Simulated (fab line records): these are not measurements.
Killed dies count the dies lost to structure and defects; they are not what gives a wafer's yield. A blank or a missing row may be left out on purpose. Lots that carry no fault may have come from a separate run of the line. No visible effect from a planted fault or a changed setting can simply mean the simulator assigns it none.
Matching of chambers | flow sky130 | SKY_VIA2_CMP_02 on cmp-02 has 4 sister chambers
The step polishes SiO2. 16 wafers are shown with their chamber, then 8 later ones without.

EACH WAFER AND ITS CHAMBER
wafer  | chamber | motor-current-A (A)
L847.1 | 0       | 11.7
L847.5 | 2       | 14.9
L847.6 | 3       | 12.3
L848.3 | 2       | 15.1
L848.5 | 3       | 13.6
L848.6 | 2       | 15.0
L849.1 | 3       | 12.9
L849.2 | 0       | 12.3
L849.4 | 2       | 14.6
L850.1 | 3       | 13.1
L850.4 | 2       | 15.1
L850.6 | 1       | 14.3
L852.2 | 2       | 14.6
L852.3 | 1       | 13.9
L852.5 | 1       | 13.5
L856.1 | 3       | 13.0

SIGNATURES (means of the wafers above)
reading         | chamber 0 | chamber 1 | chamber 2 | chamber 3 | scatter within a chamber
motor-current-A | 12.000    | 13.900    | 14.883    | 12.980    | 0.369
Rule: for each reading, subtract the chamber's mean from the wafer's reading, divide by that reading's scatter and square the result; add these up over the readings and take the root, which gives the wafer's distance from the chamber. If the next closest chamber is less than 2 further off than the closest, the wafer can't be placed; otherwise it belongs to the closest. The scatter: the root of (the sum of the squares of (reading less its chamber's mean) over the shown wafers, divided by (wafers less chambers)).

WAFERS WITH NO CHAMBER GIVEN
wafer  | motor-current-A (A)
L856.2 | 13.9
L856.4 | 12.7
L865.1 | 15.5
L865.2 | 12.8
L865.4 | 13.6
L867.4 | 13.3
L867.5 | 14.5
L867.6 | 12.5

WHICH CHAMBER EACH WENT THROUGH
wafer  | from the rows above     | in truth
L856.2 | 1                       | 1
L856.4 | can't be placed: 3 or 0 | 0
L865.1 | 2                       | 2
L865.2 | can't be placed: 3 or 0 | 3
L865.4 | can't be placed: 1 or 3 | 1
L867.4 | can't be placed: 3 or 1 | 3
L867.5 | can't be placed: 2 or 1 | 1
L867.6 | can't be placed: 3 or 0 | 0
2 of 8 placed correctly. Not placeable from these rows: 6 (in 6, the candidates include the true chamber). Number placed wrongly: 0.
